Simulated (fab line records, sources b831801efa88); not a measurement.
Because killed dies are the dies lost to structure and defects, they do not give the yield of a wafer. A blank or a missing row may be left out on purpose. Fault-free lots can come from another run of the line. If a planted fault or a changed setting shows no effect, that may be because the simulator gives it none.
Comparing a struck lot with a sound one    flow sky130    18 out of 708 route steps
Sound: these wafers, L511.1, L511.2, L511.4. Struck: wafer L519.4; the same lot's L519.5 was not struck, so it is left out; see the end for the cause.
For every step that has rows: the tool of each side, followed by ch and its chambers, followed by its first start. Under that, the readings that differ: sound wafers    struck wafers    difference of the means    sigmas: that difference in standard deviations of wafers without a fault.
alike: readings whose means differ by less than 2 such deviations, and words and numbers that are the same on both sides. not compared: withheld readings, readings that some wafer has no value for, bounds like >300 that may hide the same value, and numbers for which the record gives no deviation and whose values overlap.
Wherever a step has rows on one side only, a row that says differs or no value, or a row with sigmas, the two part there. Numbers that don't overlap but have no deviation are shown without sigmas and don't part them. A reading missing from all wafers of one side parts the sides only when that side holds two or more wafers.

first, 3 steps without rows for these wafers: SKY_LI_CONTACT_EXPOSE_09 (exposes mask LICM1, target cd 170 nm); SKY_LI_CONTACT_PEB_10; SKY_LI_CONTACT_DEVELOP_11 (develop time 60 s).
SKY_LI_CONTACT_CD_MEAS_12 targets a cd of 170 nm.
  sound on cdSem-01 at day 32 14:35; struck on cdSem-02 at day 34 23:31
  alike: cdNm
SKY_LI_CONTACT_OVL_MEAS_13:
  sound on overlay-02 at day 32 14:42; struck on overlay-02 at day 34 23:35
  alike: LI_CONTACT_OVL
then, 1 step without rows for these wafers: SKY_LI_CONTACT_ETCH_14 (etches BARC in N2/H2, stops on SiO2, time 45.9 s, target depth 60 nm).
SKY_LI_CONTACT_ETCH_15: etches PSG in C4F8/O2/Ar, stops on Si, target depth 600 nm.
  sound on rieDiel-01 ch 0,1,2, day 32 14:47; struck on rieDiel-04 ch 2, day 34 23:41
  alike: oesProductAu, rfFwdPowerW
SKY_LI_CONTACT_STRIP_16: strips in O2/N2.
  sound on plasmaAsher-02 ch 0,1, day 32 14:52; struck on plasmaAsher-02 ch 0, day 34 23:46
reading                   sound           struck  difference  sigmas
stripTimeToEndpointS (s)  3.54 3.52 3.50  3.44    -0.08       -2
  alike: drypumpMotorCurrentA, oesProductAu
  not compared: rfHoursCounterH
then, 2 steps without rows for these wafers: SKY_LI_CONTACT_CLEAN_17 (cleans in NMP, time 600 s); SKY_LI_CONTACT_PRE_CLEAN_18 (time 5.6 s).
SKY_LI_CONTACT_SPUTTER_19: material Ti, target thk 20 nm, time 106.37 s.
  sound on pvdSputter-02 at day 32 15:11; struck on pvdSputter-01 at day 35 00:05
  alike: throttleValvePct
SKY_LI_CONTACT_SPUTTER_20: material TiN, target thk 20 nm, time 80 s.
  sound on pvdSputter-02 at day 32 15:15; struck on pvdSputter-01 at day 35 00:09
  alike: throttleValvePct
SKY_LI_CONTACT_CVD_21: deposits W, target thk 400 nm, time 120.56 s.
  sound on cvdW-02 ch 0,1, day 32 15:19; struck on cvdW-02 ch 0, day 35 00:13
reading                                  sound              struck  difference  sigmas
model.W_of_LI_CONTACT_CVD_21.thkNm (nm)  400.7 397.1 393.6  455.7   +58.6       
  alike: chamberPressureTorr, heaterPowerW
SKY_LI_CONTACT_RS_MEAS_22: the measuring method here is four-point-probe.
  sound on filmMetro-01 at day 32 15:26; struck on filmMetro-03 at day 35 00:22
reading                   sound              struck  difference  sigmas
LI_CONTACT_W_RS (ohm/sq)  0.283 0.286 0.289  0.250   -0.036      -8
SKY_LI_CONTACT_THK_MEAS_23: measures by xrf.
  sound on filmMetro-01 at day 32 15:34; struck on filmMetro-03 at day 35 00:27
reading                sound        struck  difference  sigmas
LI_CONTACT_W_THK (nm)  407 402 399  465     +62         +9
SKY_LI_CONTACT_CMP_24: polishes, stops on PSG, t overpolish 20 s, target thk 0 nm.
  sound on cmp-01 ch 0,1,3, day 32 15:37; struck on cmp-02 ch 3, day 35 00:38
reading              sound     struck  difference  sigmas
timeToEndpointS (s)  97 93 89  103     +10         +3
  alike: motorCurrentA
SKY_LOCAL_INTERCONNECT_SPUTTER_00: material TiN, target thk 100 nm, time 83.3 s.
  sound on pvdSputter-01 at day 32 15:55; struck on pvdSputter-03 at day 35 00:47
  alike: throttleValvePct
-- here the record skips 15 days between the struck wafers' starts before and after, leaving off in module LOCAL_INTERCONNECT and picking up in module PAD_OPEN (first step shown: number 708 of the route) --
SKY_PAD_OPEN_PROBE_99:
  record: rows for the struck wafers here (prober-01, day 50 00:17), none for the sound ones

WHERE THEY PART
At SKY_LI_CONTACT_STRIP_16 first; at SKY_PAD_OPEN_PROBE_99 last (within this record only).

WHY: the cause the simulator had injected
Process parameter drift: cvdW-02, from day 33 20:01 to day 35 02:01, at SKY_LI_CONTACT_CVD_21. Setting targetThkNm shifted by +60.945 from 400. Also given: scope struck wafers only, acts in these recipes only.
